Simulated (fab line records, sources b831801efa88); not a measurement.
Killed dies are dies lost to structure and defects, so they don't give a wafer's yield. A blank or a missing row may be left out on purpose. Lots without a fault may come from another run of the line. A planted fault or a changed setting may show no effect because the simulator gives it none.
Which tool did it? | flow gf180mcu | 7 lots, 21 wafers sampled, at 1 step of a route of 602

WHAT THE GAUGES READ, wafer by wafer
GF_V5_OVL_MEAS_15.
lot  | measured     | on         | V5_OVL (nm)
L485 | day 28 18:53 | overlay-02 | -6 -4 -10
L486 | day 29 10:20 | overlay-01 | 5 5 -1
L490 | day 30 10:33 | overlay-02 | -7 -4 -7
L492 | day 30 22:44 | overlay-02 | -6 -7 -7
L494 | day 31 12:32 | overlay-01 | 1 4 0
L496 | day 31 23:59 | overlay-01 | 1 -7 -3
L503 | day 33 09:29 | overlay-02 | -2 -5 -3

WHICH TOOL RAN EACH LOT (tool, then ch and the chambers of the sampled wafers, then the start)
The record holds no process step before these readings.

THE ANSWER, worked out from the rows above alone
Rule: what is usual is taken from the lots themselves. Put in order of their means at a reading, lots are off if they are a third of the lots or fewer, leave a main group of 4 or more, and stand apart from it by a gap of 3 or more times the standard deviation of the main group's means; of several such gaps the widest counts. A main group whose means are all the same, to the digits that the tables above print for the reading, isn't used. A lot without any number at a reading at which 4 lots or more have one is off too. The other lots that the step has rows for count as sound.
No lot is off at any reading shown: from this, nothing can be told.

WHAT THE SIMULATOR HAD PUT IN
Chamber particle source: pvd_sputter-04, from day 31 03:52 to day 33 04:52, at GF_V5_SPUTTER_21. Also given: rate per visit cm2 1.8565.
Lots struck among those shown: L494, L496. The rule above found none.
